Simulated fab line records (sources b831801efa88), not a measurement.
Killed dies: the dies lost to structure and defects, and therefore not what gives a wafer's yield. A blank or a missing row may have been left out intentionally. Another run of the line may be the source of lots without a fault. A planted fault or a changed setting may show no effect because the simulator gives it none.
Code-filled problem report in 8D (eight disciplines) form | flow gf180mcu | the parts of the form that need people (team, actions taken, sign-off) are left out

## 1. PROBLEM STATEMENT
Mean of oesProductAu at GF_M5_METAL_ETCH_10: 0.824 a.u. across 3 wafers in 2 lots; on wafers with no fault it is 0.990 a.u. (standard deviation 0.006). Relative to the usual mean, that is a shift of -28 standard deviations.
The step: etches the open film in Cl2/BCl3, stops on SiO2, target depth 750.8 nm, time 125.1 s.
First observed at day 31 05:39: wafer L215.4, on rieMetal-02. At this step, 42 wafers from 14 lots have a number in the record. By rule, "out" or "out of limits" means more than 4 standard deviations away from the usual mean. The other wafers with a number count as sound.

## 2. WHAT IT IS AND WHAT IT IS NOT
question                    | is                             | is not
which readings at this step | oesProductAu, throttleValvePct | chamberPressureMTorr, drypumpMotorCurrentA
which lots                  | L215, L216                     | L199, L201, L203, L204, L205, L206, L207, L208, L209, L210, L213, L219
which wafers of those lots  | L215.4, L215.5, L216.6         | L215.2, L216.2, L216.5
read on which tools         | rieMetal-02                    | rieMetal-01, rieMetal-04
when                        | from day 31 05:39              | up to then (34 sound wafers); but 5 sound wafers of L216, L219 came after

## 3. WHAT RULES OUT EACH SUSPECT
Counting: if a tool at a process step up to the reading ran every lot that is out, it stays a suspect. Sound lots after the first of them don't rule it out here, since some wafers of a struck lot are sound.
- rieMetal-02 at GF_M5_METAL_ETCH_10 (etches the open film in Cl2/BCl3, stops on SiO2, target depth 750.8 nm, time 125.1 s): kept. It processed each lot that is out (first: L215, day 31 05:39); up to then, its last sound lot is L213 (day 30 21:32). Its own oesProductAu, throttleValvePct readings are out on those wafers.
- At GF_M5_METAL_ETCH_10 on rieMetal-02, chamber 0 took the sound wafers of the same lots and chamber 1 took the wafers that are out.
After counting, what remains is rieMetal-02 at GF_M5_METAL_ETCH_10.

## 4. THE CAUSE (what the simulator had put in)
rieMetal-02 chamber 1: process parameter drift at GF_M5_METAL_ETCH_10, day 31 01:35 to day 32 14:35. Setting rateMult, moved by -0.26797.
The count eliminated every tool but this one.

## 5. SEQUENCE OF EFFECTS, ordered by route
Each row: a reading where the mean over the struck wafers with a number is more than 3 standard deviations away from the usual. Readings are gone through only where the record gives a usual standard deviation; hours: the median, over the lots, of the time from a lot's start at the first step in this table giving one to that lot's start at this step; sigmas: the change measured in usual standard deviations.
hours | step                | reading              | usual      | on struck wafers | change | sigmas
0     | GF_M5_METAL_ETCH_10 | oesProductAu         | 0.990 a.u. | 0.824            | -0.166 | -28
0     | GF_M5_METAL_ETCH_10 | throttleValvePct     | 28.230 %   | 28.408           | +0.178 | +16
0     | GF_M5_STRIP_11      | oesProductAu         | 0.524 a.u. | 0.554            | +0.030 | +6.4
0     | GF_M5_STRIP_11      | stripTimeToEndpointS | 7.06 s     | 7.90             | +0.84  | +16
It contains these process steps:
- GF_M5_METAL_ETCH_10: etches the open film in Cl2/BCl3, stops on SiO2, target depth 750.8 nm, time 125.1 s.
- GF_M5_STRIP_11: strips in O2/N2.

## 6. WHAT WOULD HAVE CAUGHT IT SOONER
First out-of-limits reading in this record: day 31 05:39, which is 4 hours after fault onset at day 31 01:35.
